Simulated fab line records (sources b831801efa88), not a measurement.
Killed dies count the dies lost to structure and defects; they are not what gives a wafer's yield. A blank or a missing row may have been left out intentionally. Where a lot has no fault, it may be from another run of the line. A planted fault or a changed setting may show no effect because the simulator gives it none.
8D (eight disciplines) problem report, filled in by code | flow gf180mcu | the parts of the form that need people (team, actions taken, sign-off) are left out

## 1. WHAT IS WRONG
oes_product_au at GF_V2_ETCH_17 reads a mean of 0.376 a.u. on 6 wafers of 2 lots; wafers without a fault read 0.855 a.u. with a standard deviation of 0.0051. That puts it -94 standard deviations away from the usual mean.
The step: etches SiO2 in C4F8/O2/Ar, stops on TiN, target depth 630 nm.
The step gives no start for some of these wafers. The record holds 42 wafers of 14 lots with a number at this step. By rule, "out" or "out of limits" means more than 4 standard deviations away from the usual mean. All remaining wafers that have a number are taken as sound.

## 2. WHAT IT IS, AND WHAT IT ISN'T
question                    | is                     | is not
which readings at this step | oes_product_au         | chamber_pressure_mTorr
which lots                  | L369, L370             | L352, L353, L354, L355, L357, L358, L360, L361, L362, L366, L368, L373
which wafers of those lots  | all that have a number | -
read on which tools         | rie_diel-02            | rie_diel-01, rie_diel-03

## 3. SUSPECTS, AND WHAT RULES EACH OUT
Counting: a tool at a process step up to the reading stays a suspect if it ran every lot that is out and no sound lot after the first of them.
- rie_diel-02 at GF_V2_ETCH_16 (etches BARC in N2/H2): kept. All lots that are out passed through it, beginning with L369 at day 26 04:44, and no sound lot followed; its final sound lot before that point was L368 at day 25 22:56.
- rie_diel-02 at GF_V2_ETCH_17 (etches SiO2 in C4F8/O2/Ar, stops on TiN, target depth 630 nm): kept. All lots that are out passed through it, beginning with L369 at day 26 04:52, and no sound lot followed; its final sound lot before that point was L368 at day 25 23:04. Its own readings are out on those wafers: oes_product_au. GF_V2_ETCH_17: start missing for some lots; hours and lot order therefore follow GF_V2_STRIP_18.
The count leaves rie_diel-02 at GF_V2_ETCH_17 and rie_diel-02 at GF_V2_ETCH_16.

## 4. THE CAUSE (what the simulator had put in)
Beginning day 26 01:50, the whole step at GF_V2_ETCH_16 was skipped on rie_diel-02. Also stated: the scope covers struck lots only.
After counting, 2 suspects remain, this tool included.

## 5. SEQUENCE OF EFFECTS, ordered by route
Each row: a reading whose mean over the struck wafers that have a number lies more than 3 standard deviations from the usual. Readings are gone through only where the record gives a usual standard deviation; hours: the median, over the lots, of the time from a lot's start at the first step in this table giving one to that lot's start at this step; sigmas: the change measured in usual standard deviations.
hours | step           | reading        | usual      | on struck wafers | change | sigmas
-     | GF_V2_ETCH_17  | oes_product_au | 0.855 a.u. | 0.376            | -0.479 | -94
0     | GF_V2_STRIP_18 | oes_product_au | 0.594 a.u. | 0.609            | +0.015 | +3.3
Process steps it contains:
- GF_V2_ETCH_17: etches SiO2 in C4F8/O2/Ar, stops on TiN, target depth 630 nm.
- GF_V2_STRIP_18: strips in O2/N2.
Readings that are blank on the struck wafers while sound wafers have them: bias_w at GF_V2_ETCH_16; chamber_pressure_mTorr at GF_V2_ETCH_16; drypump_motor_current_A at GF_V2_ETCH_16; oes_product_au at GF_V2_ETCH_16; throttle_valve_pct at GF_V2_ETCH_16.

## 6. WHAT WOULD HAVE CAUGHT IT SOONER
At GF_V2_ETCH_16 the tool's readings are blank on the struck wafers, where sound wafers have them: an empty tool record is the first sign, and it was there at once.
